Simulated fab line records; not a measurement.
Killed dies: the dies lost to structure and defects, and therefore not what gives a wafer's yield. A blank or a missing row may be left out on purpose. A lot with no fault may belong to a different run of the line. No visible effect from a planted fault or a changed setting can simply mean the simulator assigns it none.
Which tool was responsible? | flow gf180mcu | 18 wafers from 6 lots sampled at 3 of the route's 602 steps

WHAT EACH GAUGE READ, for each wafer
GF_MVPSD_TW_MEAS_11.
lot  | measured     | on            | MVPSD_TW
L906 | day 5 19:04  | film metro-03 | 558 559 559
L908 | day 6 07:35  | film metro-03 | 552 551 549
L914 | day 7 18:14  | film metro-01 | 414 415 413
L920 | day 9 06:17  | film metro-03 | 553 557 556
L922 | day 9 16:41  | film metro-03 | 558 555 556
L926 | day 10 17:07 | film metro-03 | 550 554 550

WHAT TOOL EACH LOT RAN ON (gives the tool, then ch and the chambers of the sampled wafers, and finally the start)
lot  | GF_STI_ETCH_13                    | GF_MVPSD_IMPLANT_08
L906 | rie diel-01 ch 0,2,3, day 2 16:43 | implanter-01 ch 0, day 5 18:40
L908 | rie diel-03 ch 2,3, day 3 02:46   | implanter-02 ch 0, day 6 07:14
L914 | rie diel-02 ch 1,2, day 4 10:01   | implanter-02 ch 0, day 7 17:50
L920 | rie diel-03 ch 0,2, day 5 17:25   | implanter-01 ch 0, day 9 05:53
L922 | rie diel-01 ch 1,3, day 6 02:19   | implanter-01 ch 0, day 9 16:17
L926 | rie diel-01 ch 0,1,2, day 6 23:55 | implanter-01 ch 0, day 10 16:44
- GF_STI_ETCH_13: etches the open film in CHF3/O2, stops on Si, target depth 282.31 nm, time 112.9 s.
- GF_MVPSD_IMPLANT_08

THE ANSWER, worked out from the rows above alone
Rule: the lots themselves supply what counts as usual. The widest of any qualifying gaps counts: lots, ordered by their means at a reading, are off when they make up no more than a third of the lots, leave a main group of 4 or more, and stand apart from it by 3 or more times the standard deviation of that group's means. A main group is skipped when, at the precision printed for the reading in the tables above, its means are all equal. A lot without any number at a reading at which 4 lots or more have one is off too. The other lots that the step has rows for count as sound.
Off: L914, at GF_MVPSD_TW_MEAS_11 (MVPSD_TW). The main group has a mean of 554 with a standard deviation of 3.
A tool fits if, at a process step before that reading, it ran every lot that is off, and no sound lot after the first of them. Gauges at GF_MVPSD_TW_MEAS_11: tried the same way as those tools. Can't be told from this: 3 tools fit, rie diel-02 at GF_STI_ETCH_13, implanter-02 at GF_MVPSD_IMPLANT_08, film metro-01 at GF_MVPSD_TW_MEAS_11.

WHAT THE SIMULATOR HAD PUT IN
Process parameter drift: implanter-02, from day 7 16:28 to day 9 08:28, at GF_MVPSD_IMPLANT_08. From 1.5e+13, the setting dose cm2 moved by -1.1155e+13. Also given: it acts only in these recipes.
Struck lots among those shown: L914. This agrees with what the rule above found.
